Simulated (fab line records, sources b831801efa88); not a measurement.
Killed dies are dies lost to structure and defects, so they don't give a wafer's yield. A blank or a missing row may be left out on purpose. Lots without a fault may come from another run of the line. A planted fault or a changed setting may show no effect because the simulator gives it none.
fab line records | flow sky130
record lots=5 wafers=15 last_day=50
route steps=708 shown VIA1@463 METAL2@483 PAD_OPEN@708
lots that met no fault: from a run of the same line without faults
start_h: hours from the record's first day to the start of the lot's first wafer shown | wait_h: hours since the lot's step before | " the same as in the row above | L1.1+2: a row that stands for several wafers | - no value, or no start given | * or withheld: withheld | < > ~ a bound
route shown NAME@n: a module of which the file shows steps, and the number in the route of the first | usual: mean/standard deviation of fault-free wafers | same: alike in all rows | chamber/n: place in a boat | sites: the reading at each site | _std_site: their standard deviation | _edge_site: outer sites' mean less inner sites' | radius_mm: how far each site lies from the wafer's centre | mask NAME#n: copy n | behind: the tool/chamber that last shaped the wafer | hold: why the lot was held/for how many hours/how that ended | device: the transistor (n, p or np) that didn't switch | end of line: the same wafers' tests at the end of the route | a step without rows: its recipe alone | killed: dies lost to structure and defects at the first sort, not the wafer's yield | map: a wafer's dies, x killed, . not, _ none there
set.NAME: the setting as run; set.NAME@STEP: as run at that earlier step | model.NAME: the simulator's own value behind a step, which no gauge read
lots at some steps of the route; a table a step, a row a wafer
services: from which hour (start_h, from the record's first day; less than 0 if before it) a tool's chamber was out of use, for how many hours, and why
## steps
# step SKY_VIA1_HMDS_05
# recipe prime_time_s=60 prime_temp_c=120
# step SKY_VIA1_COAT_06
# recipe resist=BARC temp_c=withheld time_s=withheld spin_rpm=3000 resist_thk_nm=60
# step SKY_VIA1_COAT_07
# recipe resist=KrF-thick spin_rpm=3000 resist_thk_nm=450
# step SKY_VIA1_SOFTBAKE_08
# recipe temp_c=100 time_s=90 resist=KrF-thick
# step SKY_VIA1_EXPOSE_09
# recipe mask_id=VIM na=0.8 source_shape=annular sigma_inner=0.55 sigma_outer=0.85 target_cd_nm=150 dose_mj=38
# step SKY_VIA1_PEB_10
# recipe peb_temp_c=withheld peb_time_s=withheld resist=KrF-thick
# step SKY_VIA1_DEVELOP_11
# recipe develop_time_s=60 resist=KrF-thick dev_temp_c=21
# step SKY_VIA1_CD_MEAS_12
# recipe target_cd_nm=150
# usual cd_nm=149.4/1.4
# columns lot.wafer tool chamber start_h wait_h cd_nm
L349.2 cd_sem-01 - 822.59 - 149.1
L349.3 " - " " 149.4
L349.6 " - " " 148.6
L354.4 cd_sem-02 - 852.30 - 147.7
L354.5 " - " " 149.6
L354.6 " - " " 151.0
L361.1 cd_sem-02 - 912.72 - 150.0
L361.2 " - " " 147.6
L361.6 " - " " 149.9
L362.2 cd_sem-01 - 925.62 - 148.6
L362.4 " - " " 150.3
L362.6 " - " " 148.7
L367.1 cd_sem-01 - 953.24 - 151.4
L367.4 " - " " 151.1
L367.6 " - " " 150.0
# step SKY_VIA1_OVL_MEAS_13
# usual VIA1_OVL=-3/5.2
# columns lot.wafer tool chamber start_h wait_h VIA1_OVL[nm]
L349.2 overlay-02 - 822.69 0.1 -1
L349.3 " - " " -5
L349.6 " - " " -6
L354.4 overlay-02 - 852.37 0.1 -8
L354.5 " - " " -6
L354.6 " - " " -3
L361.1 overlay-01 - 912.84 0.1 -2
L361.2 " - " " 0
L361.6 " - " " -3
L362.2 overlay-02 - 925.72 0.1 -4
L362.4 " - " " 1
L362.6 " - " " -3
L367.1 overlay-02 - 953.36 0.1 -6
L367.4 " - " " -15
L367.6 " - " " -15
# step SKY_VIA1_ETCH_14
# recipe chemistry=N2/H2 target=BARC ion_energy_ev=200 source_w=500 bias_w=100 pressure_mtorr=30 n2_flow_sccm=100 h2_flow_sccm=200 stop_on=SiO2 time_s=45.9 target_depth_a=600
# usual drypump_motor_current_A=5.5/0.41 oes_product_au=0.855/0.0048 throttle_valve_pct=13.224/0.0092
# columns lot.wafer tool chamber start_h wait_h drypump_motor_current_A oes_product_au rf_hours_counter_h throttle_valve_pct
L349.2 rie_diel-02 0 822.72 0.0 5.8 0.859 6 13.216
L349.3 " 3 " " 5.8 0.854 11 13.222
L349.6 " 2 " " 5.5 0.858 - 13.218
L354.4 rie_diel-02 2 852.39 0.0 5.5 0.858 4 13.220
L354.5 " 1 " " 6.1 0.846 - 13.235
L354.6 " 2 " " 5.5 0.857 - 13.231
L361.1 rie_diel-01 3 912.87 0.0 5.0 0.855 14 13.221
L361.2 " 2 " " 5.4 0.854 7 13.211
L361.6 " 1 " " 5.5 0.853 - 13.220
L362.2 rie_diel-01 1 925.75 0.0 5.5 0.855 7 13.207
L362.4 " 2 " " 5.4 0.856 7 13.223
L362.6 " 3 " " 5.0 0.847 - 13.228
L367.1 rie_diel-01 3 953.39 0.0 5.0 0.859 15 13.239
L367.4 " 2 " " 5.4 0.854 8 13.223
L367.6 " 1 " " 5.5 0.855 - 13.233
# step SKY_VIA1_ETCH_15
# recipe target=SiO2 chemistry=C4F8/O2/Ar target_depth_nm=351 stop_on=TiN mask_material=KrF-thick source_w=1500 bias_w=1200 pressure_mtorr=40 c4f8_flow_sccm=withheld O2_flow_sccm=6 Ar_flow_sccm=300 time_s=54
# step SKY_VIA1_STRIP_16
# recipe chemistry=O2/N2 power_w=1400 pressure_mtorr=1500 platen_temp_c=withheld o2_flow_sccm=3000 n2_flow_sccm=300 overash_fraction=0.5
# step SKY_VIA1_STRIP_17
# recipe chemistry=post_etch_residue_remover time_s=1200 temp_c=72.5
# columns lot.wafer tool chamber start_h wait_h
L349.2+3+6 wet_bench-02 0 822.91 0.1
L354.4+5+6 wet_bench-02 2 852.58 0.0
L361.1+2+6 wet_bench-01 0 913.06 0.1
L362.2+4+6 wet_bench-01 3 925.94 0.1
L367.1+4+6 wet_bench-01 3 953.58 0.1
# step SKY_VIA1_CLEAN_18
# recipe chemistry=IPA time_s=180 temp_c=25
# step SKY_VIA1_CLEAN_19
# recipe chemistry=O3/DIW dry=n2_spin
# step SKY_VIA1_SPUTTER_20
# recipe material=TiN target_thk_nm=20 chamber_pressure_pa=5 power_w=4000 time_s=80
# step SKY_VIA1_CVD_21
# recipe material=W target_thk_nm=270 time_s=80.902 temp_c=400 pressure_torr=40
# step SKY_VIA1_RS_MEAS_22
# recipe thk_meas_gauge=four-point-probe reads=W_of_VIA1_CVD_21+TiN_of_VIA1_SPUTTER_20
# usual VIA1_W_RS=0.426/0.0049
# columns lot.wafer tool chamber start_h wait_h VIA1_W_RS[ohm/sq]
L349.2 film_metro-04 - 823.58 0.1 0.428
L349.3 " - " " 0.421
L349.6 " - " " 0.435
L354.4 film_metro-04 - 853.38 0.1 0.430
L354.5 " - " " 0.425
L354.6 " - " " 0.425
L361.1 film_metro-01 - 913.72 0.1 0.428
L361.2 " - " " 0.427
L361.6 " - " " 0.428
L362.2 film_metro-01 - 926.61 0.1 0.420
L362.4 " - " " 0.440
L362.6 " - " " 0.423
L367.1 film_metro-01 - 954.25 0.1 0.430
L367.4 " - " " 0.429
L367.6 " - " " 0.426
# step SKY_VIA1_THK_MEAS_23
# recipe thk_meas_gauge=xrf reads=W_of_VIA1_CVD_21
# usual VIA1_W_THK=267/4.7
# columns lot.wafer tool chamber start_h wait_h VIA1_W_THK[nm]
L349.2 film_metro-04 - 823.69 0.1 271
L349.3 " - " " 274
L349.6 " - " " 267
L354.4 film_metro-04 - 853.47 0.1 267
L354.5 " - " " 271
L354.6 " - " " 269
L361.1 film_metro-01 - 913.84 0.1 262
L361.2 " - " " 264
L361.6 " - " " 263
L362.2 film_metro-01 - 926.72 0.1 269
L362.4 " - " " 256
L362.6 " - " " 266
L367.1 film_metro-01 - 954.37 0.1 259
L367.4 " - " " 260
L367.6 " - " " 264
# step SKY_VIA1_CMP_24
# recipe stop_on=SiO2 t_overpolish_s=15 down_force_psi=3.5 platen_rpm=60 target_thk_nm=0 pad_velocity_m_s=0.94248
# step SKY_METAL2_SPUTTER_00
# recipe material=Ti target_thk_nm=15 power_w=3000 time_s=10 chamber_pressure_pa=0.4
# step SKY_METAL2_SPUTTER_01
# recipe material=TiN target_thk_nm=20 power_w=6500 time_s=16.7 chamber_pressure_pa=0.4
# usual cathode_dc_power_W=6500.0/1.2 throttle_valve_pct=30.4/0.94
# columns lot.wafer tool chamber start_h wait_h cathode_dc_power_W throttle_valve_pct
L349.2 pvd_sputter-04 - 824.06 0.0 6498.8 32.4
L349.3 " - " " 6498.3 31.3
L349.6 " - " " 6498.5 31.4
L354.4 pvd_sputter-01 - 853.83 0.0 6500.9 30.7
L354.5 " - " " 6498.2 29.0
L354.6 " - " " 6498.4 29.5
L361.1 pvd_sputter-04 - 914.22 0.0 6499.4 31.6
L361.2 " - " " 6498.4 32.6
L361.6 " - " " 6501.3 32.6
L362.2 pvd_sputter-03 - 927.09 0.0 6500.6 30.6
L362.4 " - " " 6503.0 29.2
L362.6 " - " " 6501.0 30.5
L367.1 pvd_sputter-01 - 954.76 0.0 6500.8 29.1
L367.4 " - " " 6499.4 30.8
L367.6 " - " " 6499.4 31.0
# step SKY_METAL2_SPUTTER_02
# recipe material=AlCu target_thk_nm=250 power_w=10600 time_s=13.3 chamber_pressure_pa=0.4
# step SKY_METAL2_SPUTTER_03
# recipe material=Ti target_thk_nm=5 power_w=3000 time_s=3.3 chamber_pressure_pa=0.4
# step SKY_METAL2_SPUTTER_04
# recipe material=TiN target_thk_nm=70 power_w=6500 time_s=58.3 chamber_pressure_pa=0.4
# usual cathode_dc_power_W=6500.2/1.1 throttle_valve_pct=30.4/0.89
# columns lot.wafer tool chamber start_h wait_h cathode_dc_power_W throttle_valve_pct
L349.2 pvd_sputter-04 - 824.13 0.0 6500.0 32.6
L349.3 " - " " 6499.1 31.5
L349.6 " - " " 6501.9 31.2
L354.4 pvd_sputter-01 - 853.89 0.0 6500.3 30.4
L354.5 " - " " 6501.1 28.9
L354.6 " - " " 6499.9 29.5
L361.1 pvd_sputter-04 - 914.29 0.0 6500.9 31.5
L361.2 " - " " 6499.3 32.1
L361.6 " - " " 6501.0 32.5
L362.2 pvd_sputter-03 - 927.16 0.0 6499.7 30.6
L362.4 " - " " 6499.7 29.5
L362.6 " - " " 6500.7 30.5
L367.1 pvd_sputter-01 - 954.82 0.0 6499.9 28.9
L367.4 " - " " 6499.3 30.9
L367.6 " - " " 6500.5 30.5
# step SKY_METAL2_RS_MEAS_05
# recipe thk_meas_gauge=four-point-probe reads=TiN_of_METAL2_SPUTTER_04+Ti_of_METAL2_SPUTTER_03+AlCu_of_METAL2_SPUTTER_02+TiN_of_METAL2_SPUTTER_01+Ti_of_METAL2_SPUTTER_00
# usual METAL2_ALCU_RS=0.1266/0.0012
# columns lot.wafer tool chamber start_h wait_h METAL2_ALCU_RS[ohm/sq]
L349.2 film_metro-02 - 824.20 0.0 0.1270
L349.3 " - " " 0.1270
L349.6 " - " " 0.1274
L354.4 film_metro-03 - 854.00 0.1 0.1271
L354.5 " - " " 0.1286
L354.6 " - " " 0.1277
L361.1 film_metro-01 - 914.34 0.0 0.1258
L361.2 " - " " 0.1254
L361.6 " - " " 0.1253
L362.2 film_metro-01 - 927.23 0.0 0.1243
L362.4 " - " " 0.1250
L362.6 " - " " 0.1248
L367.1 film_metro-02 - 954.87 0.0 0.1290
L367.4 " - " " 0.1280
L367.6 " - " " 0.1270
# step SKY_METAL2_THK_MEAS_06
# recipe thk_meas_gauge=xrf reads=AlCu_of_METAL2_SPUTTER_02
# usual METAL2_ALCU_THK=248/3
# columns lot.wafer tool chamber start_h wait_h METAL2_ALCU_THK[nm]
L349.2 film_metro-02 - 824.31 0.1 247
L349.3 " - " " 244
L349.6 " - " " 242
L354.4 film_metro-03 - 854.09 0.1 245
L354.5 " - " " 245
L354.6 " - " " 246
L361.1 film_metro-01 - 914.46 0.1 250
L361.2 " - " " 247
L361.6 " - " " 249
L362.2 film_metro-01 - 927.34 0.1 250
L362.4 " - " " 250
L362.6 " - " " 252
L367.1 film_metro-02 - 954.99 0.1 245
L367.4 " - " " 245
L367.6 " - " " 250
# step SKY_METAL2_DEHYDRATE_07
# recipe temp_c=200 time_s=60
# step SKY_METAL2_HMDS_08
# recipe prime_time_s=60 prime_temp_c=120
# step SKY_METAL2_COAT_09
# recipe resist=BARC temp_c=withheld time_s=withheld spin_rpm=3000 resist_thk_nm=60
# step SKY_METAL2_COAT_10
# recipe resist=KrF-thick spin_rpm=3000 resist_thk_nm=450
# step SKY_METAL2_SOFTBAKE_11
# recipe temp_c=100 time_s=90 resist=KrF-thick
# step SKY_METAL2_EXPOSE_12
# recipe mask_id=MM2 na=0.8 source_shape=annular sigma_inner=0.55 sigma_outer=0.85 target_cd_nm=140 dose_mj=28
# step SKY_METAL2_PEB_13
# recipe peb_temp_c=withheld peb_time_s=withheld resist=KrF-thick
# step SKY_METAL2_DEVELOP_14
# recipe develop_time_s=60 resist=KrF-thick dev_temp_c=21
# step SKY_METAL2_CD_MEAS_15
# recipe target_cd_nm=140
# usual cd_nm=140.0/1.4
# columns lot.wafer tool chamber start_h wait_h cd_nm
L349.2 cd_sem-01 - 851.64 - 138.8
L349.3 " - " " 139.0
L349.6 " - " " 138.0
L354.4 cd_sem-01 - 879.68 - 141.3
L354.5 " - " " 142.5
L354.6 " - " " 141.8
L361.1 cd_sem-01 - 939.15 - 143.0
L361.2 " - " " 142.0
L361.6 " - " " 140.8
L362.2 cd_sem-01 - 951.77 - 140.1
L362.4 " - " " 140.0
L362.6 " - " " 140.3
L367.1 cd_sem-02 - 978.87 - 138.6
L367.4 " - " " 137.9
L367.6 " - " " 139.0
# step SKY_METAL2_OVL_MEAS_16
# usual METAL2_OVL=1/5.4
# columns lot.wafer tool chamber start_h wait_h METAL2_OVL[nm]
L349.2 overlay-01 - 851.74 0.1 5
L349.3 " - " " 2
L349.6 " - " " 2
L354.4 overlay-02 - 879.76 0.1 -6
L354.5 " - " " 6
L354.6 " - " " -3
L361.1 overlay-01 - 939.27 0.1 -3
L361.2 " - " " 8
L361.6 " - " " 13
L362.2 overlay-02 - 951.87 0.1 0
L362.4 " - " " 4
L362.6 " - " " 5
L367.1 overlay-02 - 978.99 0.1 0
L367.4 " - " " 2
L367.6 " - " " 4
# step SKY_METAL2_DESCUM_17
# recipe chemistry=O2 source_power_w=150 bias_power_w=0 pressure_mtorr=10 temp_c=40 time_s=8
# step SKY_METAL2_ETCH_18
# recipe chemistry=N2/H2 target=BARC ion_energy_ev=200 bias_w=100 pressure_mtorr=30 n2_flow_sccm=100 h2_flow_sccm=200 icp_w=500 stop_on=SiO2 time_s=45.9 target_depth_a=600
# usual drypump_motor_current_A=5.78/0.26 oes_product_au=0.855/0.0045 throttle_valve_pct=13.224/0.0087
# columns lot.wafer tool chamber start_h wait_h drypump_motor_current_A oes_product_au rf_hours_counter_h throttle_valve_pct
L349.2 rie_metal-04 1 851.80 0.0 6.01 0.850 8 13.231
L349.3 " 1 " " 6.04 0.855 - 13.230
L349.6 " 1 " " 6.05 0.853 - 13.223
L354.4 rie_metal-03 0 879.83 0.0 5.34 0.849 - 13.214
L354.5 " 0 " " 5.40 0.857 - 13.226
L354.6 " 1 " " 6.05 0.861 - 13.230
L361.1 rie_metal-03 1 939.33 0.0 6.05 0.856 17 13.205
L361.2 " 0 " " 5.36 0.859 1 13.227
L361.6 " 0 " " 5.34 0.855 - 13.232
L362.2 rie_metal-03 1 951.94 0.0 6.05 0.853 18 13.220
L362.4 " 0 " " 5.36 0.857 - 13.220
L362.6 " 0 " " 5.38 0.853 - 13.225
L367.1 rie_metal-04 0 979.05 0.0 5.69 0.860 16 13.228
L367.4 " 0 " " 5.70 0.856 - 13.220
L367.6 " 0 " " 5.68 0.852 - 13.225
# step SKY_METAL2_METAL_ETCH_19
# recipe target_depth_a=3600 stop_on=SiO2 over_etch_frac=0.3 time_s=78 chemistry=Cl2/BCl3 resist_sidewall_deg=88 pressure_mtorr=10 icp_w=900 bias_w=48.5 Cl2_flow_sccm=60 bcl3_flow_sccm=30
# usual drypump_motor_current_A=5.77/0.26 mfc_cl2_sccm=60.03/0.17 oes_product_au=0.854/0.0055 throttle_valve_pct=22.264/0.0094
# columns lot.wafer tool chamber start_h wait_h drypump_motor_current_A mfc_cl2_sccm oes_product_au rf_hours_counter_h throttle_valve_pct
L349.2 rie_metal-04 1 851.87 0.0 6.00 59.97 0.860 8 22.265
L349.3 " 1 " " 6.05 60.11 0.852 - 22.253
L349.6 " 1 " " 6.01 59.97 0.853 - 22.258
L354.4 rie_metal-03 0 879.90 0.1 5.35 60.21 0.854 - 22.263
L354.5 " 0 " " 5.36 60.04 0.851 - 22.269
L354.6 " 1 " " 6.06 59.92 0.858 - 22.283
L361.1 rie_metal-03 1 939.40 0.0 6.04 59.82 0.856 17 22.255
L361.2 " 0 " " 5.34 60.13 0.852 1 22.273
L361.6 " 0 " " 5.37 60.01 0.865 - 22.272
L362.2 rie_metal-03 1 952.00 0.0 6.03 60.14 0.857 18 22.254
L362.4 " 0 " " 5.35 59.93 0.857 - 22.261
L362.6 " 0 " " 5.36 60.02 0.861 - 22.266
L367.1 rie_metal-04 0 979.12 0.0 5.68 60.06 0.857 16 22.275
L367.4 " 0 " " 5.67 60.06 0.856 - 22.263
L367.6 " 0 " " 5.69 60.11 0.857 - 22.269
# step SKY_METAL2_STRIP_20
# recipe chemistry=O2/N2 power_w=1400 pressure_mtorr=1500 platen_temp_c=withheld o2_flow_sccm=3000 n2_flow_sccm=300 overash_fraction=0.5
# step SKY_METAL2_STRIP_21
# recipe chemistry=post_etch_residue_remover time_s=1200 temp_c=72.5
# step SKY_PAD_OPEN_PROBE_99
# usual defect_limited_yield=82.4/2.1 killed_at_M0_to_M3=43/7.4 killed_at_M4_up=3.1/1.9 killed_at_contacts=25/5.4 killed_at_front_end=15/4.3 killed_at_other=0.3/0.54 killed_dies=86/10 killed_on_rim=17/4 killed_open=46/7.4 killed_short=40/7 sort_bin_3_pad_short=0.9/0.39 sort_bin_5_function=10.3/1.6 sort_bin_6_memory=6.4/1.1 sort_n_pass=406/10 sort_yield_pct=82.4/2.1
# same gross_dies=492 killed_at_back_side=0 sort_bin_4_leakage[%]=0 sort_bin_8_speed[%]=0
# columns lot.wafer tool chamber start_h wait_h defect_limited_yield[%] killed_at_M0_to_M3 killed_at_M4_up killed_at_contacts killed_at_front_end killed_at_other killed_dies killed_on_rim killed_open killed_short sort_bin_3_pad_short[%] sort_bin_5_function[%] sort_bin_6_memory[%] sort_n_pass sort_yield_pct[%] model.etest.tester.sort_n_pass model.etest.tester.sort_yield_pct model.etest.tester.sort_bin_5_pct model.etest.tester.sort_bin_3_pct
L349.2 prober-02 - 1097.85 0.1 79.9 53 4 30 12 0 99 17 58 41 0.6 12.2 7.3 393 79.9 393 79.88 12.2 0.6098
L349.3 prober-02 - 1097.90 0.2 84.1 30 2 29 16 1 78 13 42 36 0.6 9.1 6.1 414 84.1 414 84.15 9.146 0.6098
L349.6 prober-02 - 1098.05 0.2 81.7 47 6 23 14 0 90 14 49 41 0.8 10.4 7.1 402 81.7 402 81.71 10.37 0.813
L354.4 prober-01 - 1121.57 0.2 72.0 100 3 24 11 0 138 21 35 38 4.9 15.7 7.5 354 72.0 354 71.95 15.65 4.878
L354.5 prober-01 - 1121.62 0.2 73.0 93 5 22 13 0 133 17 32 36 5.1 15.2 6.7 359 73.0 359 72.97 15.24 5.081
L354.6 prober-01 - 1121.67 0.2 69.5 111 2 21 16 0 150 29 44 36 4.5 16.9 9.1 342 69.5 342 69.51 16.87 4.472
L361.1 prober-02 - 1166.49 0.1 81.9 41 3 30 14 1 89 8 45 43 0.6 12.0 5.5 403 81.9 403 81.91 11.99 0.6098
L361.2 prober-02 - 1166.54 0.1 79.5 50 5 24 22 0 101 20 53 47 1.0 13.0 6.5 391 79.5 391 79.47 13.01 1.016
L361.6 prober-02 - 1166.74 0.2 81.1 53 1 20 19 0 93 23 49 43 0.8 11.0 7.1 399 81.1 399 81.1 10.98 0.813
L362.2 prober-01 - 1175.61 0.1 83.3 36 7 19 20 0 82 19 46 34 0.4 11.0 5.3 410 83.3 410 83.33 10.98 0.4065
L362.4 prober-01 - 1175.71 0.2 81.1 43 5 28 17 0 93 20 55 38 0.8 10.8 7.3 399 81.1 399 81.1 10.77 0.813
L362.6 prober-01 - 1175.81 0.2 85.8 36 3 13 16 2 70 13 37 32 0.8 8.3 5.1 422 85.8 422 85.77 8.333 0.813
L367.1 prober-02 - 1193.99 0.1 82.9 42 2 24 15 1 84 14 39 45 1.4 9.1 6.5 408 82.9 408 82.93 9.146 1.423
L367.4 prober-02 - 1194.14 0.2 84.3 38 3 26 10 0 77 22 49 28 0.4 9.3 5.9 415 84.3 415 84.35 9.35 0.4065
L367.6 prober-02 - 1194.24 0.2 85.4 29 3 30 10 0 72 14 45 27 0.8 8.9 4.9 420 85.4 420 85.37 8.943 0.813
# killed by level:class
L349.2 VIA1:geometric_particle:open=14 CONTACT:geometric_particle:open=13 LI_CONTACT:geometric_particle:open=10 METAL2:geometric_particle:short=9 VIA1:geometric_particle:short=7 FIELD_ISO:geometric_particle:open=4 CONTACT:geometric_particle:short=4 METAL3:geometric_particle:short=4
L349.3 LI_CONTACT:geometric_particle:open=10 CONTACT:geometric_particle:open=8 METAL2:geometric_particle:short=6 FIELD_ISO:geometric_particle:open=5 FIELD_ISO:geometric_particle:short=5 LOCAL_INTERCONNECT:geometric_particle:short=5 VIA3:geometric_particle:open=5 POLY_GATE:geometric_particle:open=4
L349.6 VIA1:geometric_particle:open=15 CONTACT:geometric_particle:open=8 LI_CONTACT:geometric_particle:open=6 VIA2:geometric_particle:open=6 VIA3:geometric_particle:open=5 METAL4:geometric_particle:short=5 FIELD_ISO:geometric_particle:short=4 CONTACT:geometric_particle:short=4
L354.4 VIA1:unspecified=65 CONTACT:geometric_particle:open=7 VIA1:geometric_particle:open=7 LI_CONTACT:geometric_particle:open=6 VIA1:geometric_particle:short=6 FIELD_ISO:geometric_particle:short=5 FIELD_ISO:geometric_particle:open=4 LOCAL_INTERCONNECT:geometric_particle:short=4
L354.5 VIA1:unspecified=64 VIA1:geometric_particle:open=8 LI_CONTACT:geometric_particle:open=7 CONTACT:geometric_particle:open=6 FIELD_ISO:geometric_particle:short=5 METAL1:geometric_particle:short=5 METAL4:geometric_particle:short=5 VIA1:geometric_particle:short=4
L354.6 VIA1:unspecified=70 VIA2:geometric_particle:open=9 LI_CONTACT:geometric_particle:open=7 METAL1:geometric_particle:short=7 FIELD_ISO:geometric_particle:short=6 CONTACT:geometric_particle:open=6 LI_CONTACT:geometric_particle:short=5 VIA1:geometric_particle:open=5
L361.1 LI_CONTACT:geometric_particle:open=9 VIA1:geometric_particle:open=9 CONTACT:geometric_particle:open=8 VIA3:geometric_particle:open=6 LI_CONTACT:geometric_particle:short=5 VIA1:geometric_particle:short=5 VIA2:geometric_particle:open=5 FIELD_ISO:geometric_particle:short=4
L361.2 VIA1:geometric_particle:open=12 FIELD_ISO:geometric_particle:short=10 VIA2:geometric_particle:open=9 VIA1:geometric_particle:short=7 LI_CONTACT:geometric_particle:open=6 CONTACT:geometric_particle:open=6 VIA3:geometric_particle:open=6 METAL1:geometric_particle:short=6
L361.6 VIA1:geometric_particle:open=13 CONTACT:geometric_particle:open=10 METAL2:geometric_particle:short=8 VIA3:geometric_particle:open=8 VIA1:geometric_particle:short=6 POLY_GATE:geometric_particle:short=6 METAL1:geometric_particle:short=6 FIELD_ISO:geometric_particle:open=3
L362.2 VIA1:geometric_particle:open=11 FIELD_ISO:geometric_particle:short=10 VIA2:geometric_particle:open=9 CONTACT:geometric_particle:open=8 CONTACT:geometric_particle:short=5 VIA1:geometric_particle:short=4 LI_CONTACT:geometric_particle:open=4 METAL4:geometric_particle:short=4
L362.4 CONTACT:geometric_particle:open=15 VIA1:geometric_particle:open=13 FIELD_ISO:geometric_particle:short=7 LI_CONTACT:geometric_particle:open=6 VIA3:geometric_particle:open=6 POLY_GATE:geometric_particle:short=4 VIA1:geometric_particle:short=4 VIA2:geometric_particle:open=4
L362.6 VIA1:geometric_particle:open=8 METAL1:geometric_particle:short=6 VIA2:geometric_particle:open=6 CONTACT:geometric_particle:open=5 POLY_GATE:geometric_particle:open=4 LOCAL_INTERCONNECT:geometric_particle:short=4 FIELD_ISO:geometric_particle:open=3 SPACER:geometric_particle:short=3
L367.1 METAL1:geometric_particle:short=10 CONTACT:geometric_particle:open=8 FIELD_ISO:geometric_particle:short=7 VIA1:geometric_particle:open=6 LI_CONTACT:geometric_particle:open=5 CONTACT:geometric_particle:short=5 VIA2:geometric_particle:open=5 METAL2:geometric_particle:short=4
L367.4 VIA1:geometric_particle:open=12 LI_CONTACT:geometric_particle:open=9 CONTACT:geometric_particle:open=9 VIA2:geometric_particle:open=6 POLY_GATE:geometric_particle:open=4 METAL1:geometric_particle:short=4 VIA2:geometric_particle:short=4 CONTACT:geometric_particle:short=3
L367.6 CONTACT:geometric_particle:open=13 VIA1:geometric_particle:open=7 LI_CONTACT:geometric_particle:open=7 METAL1:geometric_particle:short=6 LI_CONTACT:geometric_particle:short=4 CONTACT:geometric_particle:short=3 VIA2:geometric_particle:open=3 FIELD_ISO:geometric_particle:short=2
# map L354.6 (x killed, . not)
__________...x..x..._________
________.............._______
______........x....xx..._____
_____.x....x...x...xxx.xx____
____........x..x..xxxxxxxx___
___.....x..x.x....xxxxxxxxx__
__xx..x........x.xxxxxxxxxx._
_...x......x..x.x.xxxxxxxxxxx
_x.xxx.........x.xxxxxxxxxxx.
_.....x..x.x......xxxxxxxxx..
_x.........x.....x.xxxxxxxx..
_..................xx.......x
_...x.....x........xx.x......
_..........x....xxx.x...x...x
_x........x...x..x....x.....x
__.x.....x..x..xx.x....x..xx_
___.xx................x....__
____.........x..........x.___
_____.x.x..........x.....____
______....x....xx......._____
________...x.x....xx.x_______
__________.x........_________
# map L349.2 (x killed, . not)
__________x........._________
________...........x.._______
______.................._____
_____.x.......x......x...____
____xx....x..x..x.......x.___
___..xx.x..........x.......__
__..x......x.....x.x......x._
_...xx...x...x.....x.x.......
_...........x.....x..........
_...xxxxxx.x....x........x...
_.........x.......x..xx......
_.x....x.......x....x.....x..
_..x..x.....xx...x.....x.....
_x.....x..x..x.x.x..x.x.....x
_..x....x.x......xx....x.....
__....x......x......x...x.x._
___x.x.....x.....x..x....x.__
____......x...x.x..xx....x___
_____..xx..xx....xxx.....____
______..........x....xx._____
________.x.x.xx......._______
__________.........x_________
## services
# columns tool chamber start_h hours kind
pvd_sputter-04 - 819.28 1.4 repair
rie_metal-03 - 828.85 0.7 repair
pvd_sputter-04 - 833.20 7.6 repair
pvd_sputter-01 2 856.66 - consumable_replace:kit
rie_diel-01 1 862.68 7.6 repair
rie_diel-01 2 870.07 30.1 repair
rie_diel-01 1 871.21 17.7 repair
rie_metal-03 - 880.64 0.6 repair
rie_metal-03 0 886.95 - clean
rie_metal-03 0 886.95 19.8 scheduled_down
rie_metal-03 0 886.95 19.8 vent_cycle
rie_diel-01 - 889.09 15.6 pm
wet_bench-02 - 891.25 1.6 repair
pvd_sputter-04 - 892.02 9.0 repair
pvd_sputter-03 - 931.22 1.7 repair
pvd_sputter-04 - 939.78 1.8 repair
pvd_sputter-03 - 942.46 1.6 repair
rie_diel-01 3 944.06 4.6 repair
rie_diel-02 0 950.75 7.5 repair
rie_diel-02 3 959.75 7.5 repair
rie_diel-02 0 961.73 7.6 repair
rie_diel-01 3 969.95 8.9 repair
rie_diel-02 - 970.00 2.8 pm
rie_diel-01 1 974.40 8.9 repair
## key
first_sign step=SKY_PAD_OPEN_PROBE_99 reading=sort_bin_3_pad_short direction=up sigmas=10 usual=0.9 struck=4.8
effect step=SKY_PAD_OPEN_PROBE_99 reading=killed_at_M0_to_M3 direction=up sigmas=7.9 usual=43 struck=101
model_effect step=SKY_PAD_OPEN_PROBE_99 value=etest.tester.sort_n_pass without=408.7 struck=351.7
met_at SKY_VIA1_STRIP_17
struck_wafers L354.4,L354.5,L354.6
also_fits SKY_VIA1_ETCH_14:rie_diel-02
fault kind=chamber_particle_source tool=wet_bench-02 chamber=2 onset_h=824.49 steps=SKY_VIA1_STRIP_17 rate_per_visit_cm2=1.8788 end_h=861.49
